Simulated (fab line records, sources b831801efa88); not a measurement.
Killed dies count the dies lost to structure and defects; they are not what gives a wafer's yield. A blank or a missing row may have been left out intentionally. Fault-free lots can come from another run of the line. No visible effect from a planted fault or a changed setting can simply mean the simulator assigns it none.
A struck lot beside a sound one || flow gf180mcu || 17 steps out of a route of 602
Sound: these wafers, L502.2, L502.4, L502.5. Struck: wafers L510.2, L510.4. (L510.1 of the same lot was not struck and is left out.) The cause comes at the end.
Per side, at each step with rows, come the tool, then ch with its chambers, and then its first start. Under that, the readings that differ: sound wafers || struck wafers || difference of the means || sigmas: that difference in standard deviations of wafers without a fault.
alike: words and numbers the same on both sides, and readings whose means are apart by under 2 such deviations; not compared: readings that were withheld, readings missing a value for some wafer, numbers with overlapping values and no deviation given by the record, and bounds like >300 which may hide the same value.
Wherever a step has rows on one side only, a row that says differs or no value, or a row with sigmas, the two part there. Non-overlapping numbers with no deviation appear without sigmas and do not part them. Lack of a reading on every wafer of one side parts them only where that side has two or more wafers.

first, 1 step without rows for these wafers: GF_STI_OXIDATION_01 (stabilise 600 s, purge 300 s, target thk 10 nm).
GF_STI_THK_MEAS_02:
  sound on film metro-02 at day 3 13:31; struck on film metro-03 at day 5 07:10
  alike: STI_OXIDATION_THK
then, 1 step without rows for these wafers: GF_STI_CVD_03 (deposits Si3N4 from DCS/NH3, target thk 207.16 nm, time 3551 s).
GF_STI_THK_MEAS_04:
  sound on film metro-03 at day 3 15:34; struck on film metro-03 at day 5 09:13
  alike: STI_CVD_03_THK
then, 7 steps without rows for these wafers: GF_STI_DEHYDRATE_05 (time 60 s); GF_STI_HMDS_06 (prime time 60 s); GF_STI_COAT_07 (resist thk 700 nm); GF_STI_SOFTBAKE_08 (time 60 s); GF_STI_EXPOSE_09 (exposes mask COMP, target cd 220 nm); GF_STI_PEB_10 (peb time 90 s); GF_STI_DEVELOP_11 (develop time 60 s).
GF_STI_CD_MEAS_12 targets a cd of 220 nm.
  sound on cd sem-02 at day 4 04:29; struck on cd sem-01 at day 5 23:10
  alike: cd nm
GF_STI_ETCH_13: etches the open film in CHF3/O2, stops on Si, target depth 282.31 nm, time 112.9 s.
  sound on rie diel-04 ch 0,2,3, day 4 04:35; struck on rie diel-01 ch 0, day 5 23:17
{"reading": "model.KrF_of_STI_COAT_07.thk nm (nm)", "sound": "430 433.9 436.6", "struck": "416.5 417.1", "difference": -16.7, "sigmas": ""}
  alike: drypump motor current A, oes product au, throttle valve pct
  not compared: rf hours counter h
GF_STI_ETCH_14: etches Si in HBr/Cl2/O2, target depth 360 nm, time 102.9 s.
  sound on rie si-01 ch 0,2, day 4 04:40; struck on rie si-02 ch 0,2, day 5 23:22
{"reading": "model.KrF_of_STI_COAT_07.thk nm (nm)", "sound": "307.9 315.1 318.5", "struck": "297.2 300", "difference": -15.2, "sigmas": ""}
  alike: drypump motor current A, he backside leak sccm, oes product au, throttle valve pct
  not compared: rf hours counter h
GF_STI_STRIP_15: strips in O2/N2.
  sound on plasma asher-02 ch 0,1, day 4 04:44; struck on plasma asher-03 ch 0,1, day 5 23:26
{"reading": "strip time to endpoint s (s)", "sound": "3.61 3.68 3.72", "struck": "3.49 3.51", "difference": -0.17, "sigmas": -3}
  alike: drypump motor current A, heater power w, n2 flow sccm, oes product au
  not compared: rf hours counter h
then, 2 steps without rows for these wafers: GF_STI_CLEAN_16 (cleans in dHF, time 25 s); GF_PASSIVATION_PROBE_99.

## WHERE THEY PART
GF_STI_STRIP_15 only, going by this record.

WHY: what had been put in by the simulator
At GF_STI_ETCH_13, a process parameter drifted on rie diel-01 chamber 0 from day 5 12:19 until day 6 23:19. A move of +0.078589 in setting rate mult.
